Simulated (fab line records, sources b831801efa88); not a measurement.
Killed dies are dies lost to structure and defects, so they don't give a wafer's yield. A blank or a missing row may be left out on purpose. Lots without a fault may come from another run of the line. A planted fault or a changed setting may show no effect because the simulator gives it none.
fab line records | flow gf180mcu
record lots=24 wafers=72 last_day=34
route steps=602 shown V2@387 V4@490 MIM@507 PASSIVATION@601
lots that met no fault: from a run of the same line without faults
start_h: hours from the record's first day to the start of the lot's first wafer shown | wait_h: hours since the lot's step before | " the same as in the row above | L1.1+2: a row that stands for several wafers | - no value, or no start given | * or withheld: withheld | < > ~ a bound
route shown NAME@n: a module of which the file shows steps, and the number in the route of the first | usual: mean/standard deviation of fault-free wafers | same: alike in all rows | chamber/n: place in a boat | sites: the reading at each site | _std_site: their standard deviation | _edge_site: outer sites' mean less inner sites' | radius_mm: how far each site lies from the wafer's centre | mask NAME#n: copy n | behind: the tool/chamber that last shaped the wafer | hold: why the lot was held/for how many hours/how that ended | device: the transistor (n, p or np) that didn't switch | end of line: the same wafers' tests at the end of the route | a step without rows: its recipe alone | killed: dies lost to structure and defects at the first sort, not the wafer's yield | map: a wafer's dies, x killed, . not, _ none there
set.NAME: the setting as run; set.NAME@STEP: as run at that earlier step | model.NAME: the simulator's own value behind a step, which no gauge read
steps of the route over a sample of lots; a table a step, a row a wafer
services: from which hour (start_h, from the record's first day; less than 0 if before it) a tool's chamber was out of use, for how many hours, and why
## steps
# step GF_V2_BOW_MEAS_05
# recipe mode=bow
# usual V2_BOW=99/8
# columns lot.wafer tool chamber start_h wait_h V2_BOW[um]
L074.1 film_metro-01 - 447.33 0.1 105
L074.3 " - " " 96
L074.5 " - " " 108
L075.1 film_metro-04 - 456.81 0.1 112
L075.2 " - " " 105
L075.4 " - " " 109
L076.3 film_metro-04 - 463.70 0.3 90
L076.5 " - " " 113
L076.6 " - " " 103
L077.1 film_metro-01 - 471.69 0.3 96
L077.5 " - " " 89
L077.6 " - " " 86
L078.2 film_metro-04 - 474.22 0.1 102
L078.5 " - " " 95
L078.6 " - " " 109
L079.1 film_metro-03 - 491.60 0.1 101
L079.3 " - " " 99
L079.4 " - " " 104
L080.3 film_metro-04 - 492.26 0.2 96
L080.4 " - " " 107
L080.5 " - " " 100
L081.1 film_metro-01 - 504.41 0.1 88
L081.2 " - " " 83
L081.6 " - " " 96
L082.1 film_metro-04 - 510.52 0.1 104
L082.2 " - " " 114
L082.3 " - " " 103
L083.3 film_metro-03 - 517.23 0.1 91
L083.4 " - " " 93
L083.6 " - " " 101
L084.1 film_metro-01 - 524.88 0.2 101
L084.2 " - " " 109
L084.5 " - " " 98
L085.2 film_metro-04 - 535.04 0.1 102
L085.3 " - " " 102
L085.4 " - " " 97
L086.2 film_metro-03 - 543.47 0.1 96
L086.3 " - " " 101
L086.5 " - " " 95
L087.2 film_metro-01 - 558.23 0.2 110
L087.5 " - " " 104
L087.6 " - " " 89
L088.2 film_metro-04 - 562.62 0.3 108
L088.3 " - " " 98
L088.5 " - " " 103
L089.4 film_metro-03 - 570.53 0.3 108
L089.5 " - " " 97
L089.6 " - " " 98
L090.1 film_metro-01 - 576.42 0.2 102
L090.2 " - " " 103
L090.3 " - " " 104
L091.1 film_metro-03 - 583.73 0.2 90
L091.2 " - " " 89
L091.6 " - " " 92
L092.3 film_metro-01 - 592.17 0.2 87
L092.4 " - " " 97
L092.6 " - " " 88
L093.3 film_metro-03 - 600.17 0.3 94
L093.4 " - " " 97
L093.5 " - " " 96
L094.2 film_metro-01 - 608.59 0.3 102
L094.3 " - " " 104
L094.5 " - " " 94
L095.1 film_metro-04 - 613.41 0.1 116
L095.3 " - " " 111
L095.6 " - " " 109
L096.2 film_metro-01 - 622.63 0.2 98
L096.3 " - " " 93
L096.5 " - " " 102
L097.2 film_metro-04 - 624.36 0.1 85
L097.3 " - " " 90
L097.5 " - " " 84
# step GF_V2_RS_MEAS_24
# recipe thk_meas_gauge=four-point-probe reads=W_of_V2_CVD_23+TiN_of_V2_SPUTTER_22+Ti_of_V2_SPUTTER_21
# usual V2_W_RS=0.329/0.006
# columns lot.wafer tool chamber start_h wait_h V2_W_RS[ohm/sq]
L074.1 film_metro-01 - 472.83 0.1 0.331
L074.3 " - " " 0.327
L074.5 " - " " 0.331
L075.1 film_metro-03 - 482.10 0.1 0.337
L075.2 " - " " 0.332
L075.4 " - " " 0.331
L076.3 film_metro-01 - 488.62 0.1 0.324
L076.5 " - " " 0.335
L076.6 " - " " 0.328
L077.1 film_metro-01 - 496.24 0.2 0.326
L077.5 " - " " 0.326
L077.6 " - " " 0.321
L078.2 film_metro-04 - 499.20 0.1 0.335
L078.5 " - " " 0.325
L078.6 " - " " 0.336
L080.3 film_metro-04 - 516.64 0.2 0.323
L080.4 " - " " 0.326
L080.5 " - " " 0.327
L079.1 film_metro-03 - 516.83 0.2 0.323
L079.3 " - " " 0.324
L079.4 " - " " 0.324
L081.1 film_metro-03 - 528.71 0.1 0.331
L081.2 " - " " 0.334
L081.6 " - " " 0.330
L082.1 film_metro-03 - 535.09 0.1 0.330
L082.2 " - " " 0.328
L082.3 " - " " 0.329
L083.3 film_metro-01 - 541.61 0.1 0.328
L083.4 " - " " 0.331
L083.6 " - " " 0.333
L084.1 film_metro-03 - 548.46 0.1 0.328
L084.2 " - " " 0.332
L084.5 " - " " 0.330
L085.2 film_metro-04 - 558.92 0.1 0.328
L085.3 " - " " 0.336
L085.4 " - " " 0.328
L086.2 film_metro-01 - 567.29 0.1 0.330
L086.3 " - " " 0.332
L086.5 " - " " 0.333
L087.2 film_metro-01 - 581.05 0.1 0.333
L087.5 " - " " 0.335
L087.6 " - " " 0.328
L088.2 film_metro-01 - 584.90 0.1 0.340
L088.3 " - " " 0.330
L088.5 " - " " 0.337
L089.4 film_metro-01 - 593.15 0.1 0.327
L089.5 " - " " 0.315
L089.6 " - " " 0.325
L090.1 film_metro-01 - 598.48 0.1 0.338
L090.2 " - " " 0.326
L090.3 " - " " 0.325
L091.1 film_metro-01 - 605.91 0.1 0.330
L091.2 " - " " 0.320
L091.6 " - " " 0.328
L092.3 film_metro-04 - 614.02 0.1 0.326
L092.4 " - " " 0.332
L092.6 " - " " 0.320
L093.3 film_metro-04 - 622.26 0.1 0.318
L093.4 " - " " 0.330
L093.5 " - " " 0.331
L094.2 film_metro-01 - 630.22 0.1 0.328
L094.3 " - " " 0.330
L094.5 " - " " 0.331
L095.1 film_metro-03 - 635.23 0.1 0.322
L095.3 " - " " 0.322
L095.6 " - " " 0.331
L096.2 film_metro-03 - 643.48 0.1 0.333
L096.3 " - " " 0.338
L096.5 " - " " 0.333
L097.2 film_metro-04 - 645.82 0.1 0.341
L097.3 " - " " 0.336
L097.5 " - " " 0.334
# step GF_V4_CD_MEAS_14
# recipe target_cd_nm=260
# usual cd_nm=260.0/1.4
# columns lot.wafer tool chamber start_h wait_h cd_nm
L074.1 cd_sem-02 - 571.73 0.1 257.5
L074.3 " - " " 258.0
L074.5 " - " " 258.2
L075.1 cd_sem-01 - 577.43 0.1 263.0
L075.2 " - " " 263.2
L075.4 " - " " 263.6
L076.3 cd_sem-01 - 584.21 0.1 261.2
L076.5 " - " " 261.5
L076.6 " - " " 259.4
L077.1 cd_sem-01 - 591.44 0.1 259.5
L077.5 " - " " 260.7
L077.6 " - " " 259.9
L078.2 cd_sem-01 - 593.40 0.1 261.5
L078.5 " - " " 262.2
L078.6 " - " " 261.6
L080.3 cd_sem-01 - 607.93 0.1 259.4
L080.4 " - " " 258.8
L080.5 " - " " 258.0
L079.1 cd_sem-02 - 608.58 0.1 260.7
L079.3 " - " " 259.5
L079.4 " - " " 258.7
L081.1 cd_sem-02 - 621.32 0.2 262.6
L081.2 " - " " 262.4
L081.6 " - " " 261.2
L082.1 cd_sem-02 - 626.09 0.1 260.0
L082.2 " - " " 260.7
L082.3 " - " " 259.6
L083.3 cd_sem-02 - 630.01 0.1 259.8
L083.4 " - " " 259.8
L083.6 " - " " 260.2
L084.1 cd_sem-02 - 640.84 0.1 258.6
L084.2 " - " " 258.5
L084.5 " - " " 257.5
L085.2 cd_sem-02 - 645.70 0.1 257.6
L085.3 " - " " 258.3
L085.4 " - " " 259.7
L086.2 cd_sem-01 - 655.11 0.1 259.0
L086.3 " - " " 260.1
L086.5 " - " " 259.7
L087.2 cd_sem-02 - 666.06 0.1 260.9
L087.5 " - " " 261.2
L087.6 " - " " 261.7
L088.2 cd_sem-02 - 670.85 0.1 259.8
L088.3 " - " " 259.5
L088.5 " - " " 259.4
L089.4 cd_sem-02 - 678.75 0.1 259.8
L089.5 " - " " 259.4
L089.6 " - " " 259.5
L090.1 cd_sem-02 - 683.04 0.1 261.3
L090.2 " - " " 259.9
L090.3 " - " " 260.2
L091.1 cd_sem-01 - 689.67 0.1 257.7
L091.2 " - " " 257.8
L091.6 " - " " 258.1
L092.3 cd_sem-01 - 697.12 0.1 259.7
L092.4 " - " " 259.4
L092.6 " - " " 260.1
L093.3 cd_sem-02 - 705.03 0.1 259.7
L093.4 " - " " 260.7
L093.5 " - " " 261.4
L094.2 cd_sem-02 - 712.96 0.1 261.2
L094.3 " - " " 261.5
L094.5 " - " " 261.2
L095.1 cd_sem-01 - 716.19 0.1 260.4
L095.3 " - " " 260.2
L095.6 " - " " 260.5
L096.2 cd_sem-01 - 724.36 0.1 259.3
L096.3 " - " " 259.8
L096.5 " - " " 261.0
L097.2 cd_sem-01 - 726.75 0.1 261.2
L097.3 " - " " 261.2
L097.5 " - " " 260.2
# step GF_V4_SPUTTER_22
# recipe material=TiN target_thk_nm=10 chamber_pressure_pa=5 power_w=4000 time_s=40
# usual throttle_valve_pct=30.2/0.77
# columns lot.wafer tool chamber start_h wait_h throttle_valve_pct
L074.1 pvd_sputter-02 - 572.62 0.0 29.8
L074.3 " - " " 30.1
L074.5 " - " " 31.2
L075.1 pvd_sputter-02 - 578.33 0.0 30.0
L075.2 " - " " 31.2
L075.4 " - " " 30.1
L076.3 pvd_sputter-03 - 585.09 0.0 29.7
L076.5 " - " " 28.5
L076.6 " - " " 29.7
L077.1 pvd_sputter-03 - 592.33 0.0 31.3
L077.5 " - " " 28.4
L077.6 " - " " 31.1
L078.2 pvd_sputter-02 - 594.29 0.0 30.2
L078.5 " - " " 30.1
L078.6 " - " " 29.9
L080.3 pvd_sputter-03 - 608.80 0.0 30.5
L080.4 " - " " 28.5
L080.5 " - " " 28.6
L079.1 pvd_sputter-03 - 609.53 0.0 31.2
L079.3 " - " " 28.4
L079.4 " - " " 30.6
L081.1 pvd_sputter-01 - 622.21 0.0 29.6
L081.2 " - " " 30.6
L081.6 " - " " 30.5
L082.1 pvd_sputter-02 - 627.00 0.0 30.0
L082.2 " - " " 29.8
L082.3 " - " " 31.6
L083.3 pvd_sputter-02 - 630.86 0.0 31.3
L083.4 " - " " 31.3
L083.6 " - " " 31.2
L084.1 pvd_sputter-01 - 641.73 0.0 29.6
L084.2 " - " " 30.6
L084.5 " - " " 30.5
L085.2 pvd_sputter-01 - 646.56 0.0 30.4
L085.3 " - " " 29.7
L085.4 " - " " 29.5
L086.2 pvd_sputter-01 - 656.00 0.0 30.1
L086.3 " - " " 29.8
L086.5 " - " " 29.3
L087.2 pvd_sputter-02 - 666.93 0.0 29.9
L087.5 " - " " 30.0
L087.6 " - " " 29.8
L088.2 pvd_sputter-01 - 671.78 0.0 30.6
L088.3 " - " " 30.5
L088.5 " - " " 30.6
L089.4 pvd_sputter-01 - 679.57 0.0 30.4
L089.5 " - " " 30.4
L089.6 " - " " 29.7
L090.1 pvd_sputter-02 - 684.03 0.0 30.9
L090.2 " - " " 31.1
L090.3 " - " " 29.9
L091.1 pvd_sputter-02 - 690.58 0.0 30.2
L091.2 " - " " 31.1
L091.6 " - " " 31.4
L092.3 pvd_sputter-01 - 697.98 0.0 29.7
L092.4 " - " " 30.4
L092.6 " - " " 30.7
L093.3 pvd_sputter-01 - 705.87 0.0 29.3
L093.4 " - " " 29.7
L093.5 " - " " 29.6
L094.2 pvd_sputter-02 - 713.85 0.0 31.0
L094.3 " - " " 30.3
L094.5 " - " " 30.1
L095.1 pvd_sputter-01 - 717.08 0.0 30.5
L095.3 " - " " 29.5
L095.6 " - " " 29.5
L096.2 pvd_sputter-03 - 725.26 0.0 29.7
L096.3 " - " " 30.5
L096.5 " - " " 30.4
L097.2 pvd_sputter-01 - 727.65 0.0 29.5
L097.3 " - " " 29.7
L097.5 " - " " 29.7
# step GF_MIM_SPUTTER_04
# recipe material=TiN target_thk_nm=50 power_w=6500 time_s=41.7 chamber_pressure_pa=0.4
# usual throttle_valve_pct=30.3/1.2
# columns lot.wafer tool chamber start_h wait_h throttle_valve_pct
L074.1 pvd_sputter-03 - 576.42 0.0 30.7
L074.3 " - " " 28.4
L074.5 " - " " 30.8
L075.1 pvd_sputter-03 - 579.17 0.0 29.4
L075.2 " - " " 28.3
L075.4 " - " " 30.8
L076.3 pvd_sputter-03 - 585.90 0.0 31.3
L076.5 " - " " 31.1
L076.6 " - " " 28.5
L077.1 pvd_sputter-04 - 593.14 0.0 32.8
L077.5 " - " " 28.7
L077.6 " - " " 30.6
L078.2 pvd_sputter-04 - 595.11 0.0 29.9
L078.5 " - " " 32.5
L078.6 " - " " 29.9
L080.3 pvd_sputter-01 - 609.62 0.0 29.5
L080.4 " - " " 30.5
L080.5 " - " " 30.5
L079.1 pvd_sputter-01 - 610.34 0.0 29.7
L079.3 " - " " 30.2
L079.4 " - " " 29.7
L081.1 pvd_sputter-03 - 623.09 0.0 28.5
L081.2 " - " " 31.2
L081.6 " - " " 29.4
L082.1 pvd_sputter-04 - 627.82 0.0 30.5
L082.2 " - " " 32.7
L082.3 " - " " 30.0
L083.3 pvd_sputter-03 - 631.67 0.0 31.2
L083.4 " - " " 30.6
L083.6 " - " " 28.3
L084.1 pvd_sputter-03 - 642.54 0.0 29.7
L084.2 " - " " 31.3
L084.5 " - " " 30.7
L085.2 pvd_sputter-04 - 647.37 0.0 29.0
L085.3 " - " " 30.0
L085.4 " - " " 32.9
L086.2 pvd_sputter-04 - 656.82 0.0 29.5
L086.3 " - " " 28.7
L086.5 " - " " 30.5
L087.2 pvd_sputter-03 - 667.85 0.0 30.5
L087.5 " - " " 28.4
L087.6 " - " " 29.7
L088.2 pvd_sputter-03 - 672.59 0.0 31.1
L088.3 " - " " 30.4
L088.5 " - " " 28.5
L089.4 pvd_sputter-04 - 680.38 0.0 28.9
L089.5 " - " " 30.0
L089.6 " - " " 28.6
L090.1 pvd_sputter-04 - 684.84 0.0 29.8
L090.2 " - " " 30.6
L090.3 " - " " 28.9
L091.1 pvd_sputter-04 - 691.39 0.0 29.0
L091.2 " - " " 32.5
L091.6 " - " " 30.7
L092.3 pvd_sputter-03 - 698.79 0.0 29.7
L092.4 " - " " 28.5
L092.6 " - " " 30.8
L093.3 pvd_sputter-04 - 706.68 0.0 30.1
L093.4 " - " " 29.0
L093.5 " - " " 32.6
L094.2 pvd_sputter-03 - 714.67 0.0 31.5
L094.3 " - " " 29.6
L094.5 " - " " 28.6
L095.1 pvd_sputter-03 - 717.89 0.0 30.7
L095.3 " - " " 29.5
L095.6 " - " " 31.5
L096.2 pvd_sputter-04 - 726.07 0.0 29.1
L096.3 " - " " 30.7
L096.5 " - " " 28.8
L097.2 pvd_sputter-04 - 728.46 0.0 29.9
L097.3 " - " " 30.7
L097.5 " - " " 29.8
# step GF_PASSIVATION_BOW_MEAS_14
# recipe mode=bow
# usual PASSIVATION_BOW=137/11
# columns lot.wafer tool chamber start_h wait_h PASSIVATION_BOW[um]
L074.1 film_metro-03 - 683.36 0.0 145
L074.3 " - " " 135
L074.5 " - " " 150
L075.1 film_metro-04 - 686.66 0.0 150
L075.2 " - " " 144
L075.4 " - " " 148
L076.3 film_metro-04 - 692.86 0.0 131
L076.5 " - " " 158
L076.6 " - " " 150
L077.1 film_metro-03 - 699.90 0.0 138
L077.5 " - " " 133
L077.6 " - " " 128
L078.2 film_metro-04 - 701.42 0.0 143
L078.5 " - " " 138
L078.6 " - " " 152
L080.3 film_metro-03 - 713.85 0.0 132
L080.4 " - " " 144
L080.5 " - " " 140
L079.1 film_metro-03 - 714.97 0.0 129
L079.3 " - " " 129
L079.4 " - " " 135
L081.1 film_metro-01 - 725.26 0.0 125
L081.2 " - " " 119
L081.6 " - " " 137
L082.1 film_metro-04 - 730.07 0.0 141
L082.2 " - " " 153
L082.3 " - " " 143
L083.3 film_metro-04 - 733.55 0.0 138
L083.4 " - " " 140
L083.6 " - " " 146
L084.1 film_metro-01 - 742.72 0.1 137
L084.2 " - " " 145
L084.5 " - " " 135
L085.2 film_metro-04 - 747.67 0.0 139
L085.3 " - " " 139
L085.4 " - " " 136
L086.2 film_metro-04 - 754.94 0.0 124
L086.3 " - " " 127
L086.5 " - " " 123
L087.2 film_metro-04 - 762.78 0.0 164
L087.5 " - " " 159
L087.6 " - " " 143
L088.2 film_metro-01 - 767.38 0.0 124
L088.3 " - " " 114
L088.5 " - " " 118
L089.4 film_metro-01 - 775.82 0.1 151
L089.5 " - " " 142
L089.6 " - " " 145
L090.1 film_metro-03 - 777.46 0.0 129
L090.2 " - " " 130
L090.3 " - " " 128
L091.1 film_metro-04 - 783.87 0.0 128
L091.2 " - " " 126
L091.6 " - " " 128
L092.3 film_metro-01 - 790.14 0.0 124
L092.4 " - " " 134
L092.6 " - " " 126
L093.3 film_metro-01 - 796.54 0.0 121
L093.4 " - " " 126
L093.5 " - " " 127
L094.2 film_metro-04 - 802.68 0.0 143
L094.3 " - " " 144
L094.5 " - " " 132
L095.1 film_metro-01 - 804.66 0.0 151
L095.3 " - " " 147
L095.6 " - " " 147
L096.2 film_metro-03 - 812.53 0.0 139
L096.3 " - " " 135
L096.5 " - " " 146
L097.2 film_metro-03 - 814.47 0.0 119
L097.3 " - " " 124
L097.5 " - " " 119
## services
# columns tool chamber start_h hours kind
pvd_sputter-03 - 549.36 12.6 repair
pvd_sputter-03 - 583.22 0.8 repair
pvd_sputter-01 - 596.47 1.9 repair
pvd_sputter-04 - 603.51 2.1 repair
pvd_sputter-04 0 657.50 - consumable_replace:kit
pvd_sputter-04 0 657.50 18.0 scheduled_down
pvd_sputter-04 0 657.50 18.0 vent_cycle
pvd_sputter-03 3 667.88 - consumable_replace:kit
pvd_sputter-03 3 667.88 18.0 scheduled_down
pvd_sputter-03 3 667.88 18.0 vent_cycle
pvd_sputter-04 - 668.96 2.1 repair
pvd_sputter-01 1 724.58 - consumable_replace:kit
pvd_sputter-01 1 724.58 18.0 scheduled_down
pvd_sputter-01 1 724.58 18.0 vent_cycle
## key
fault none
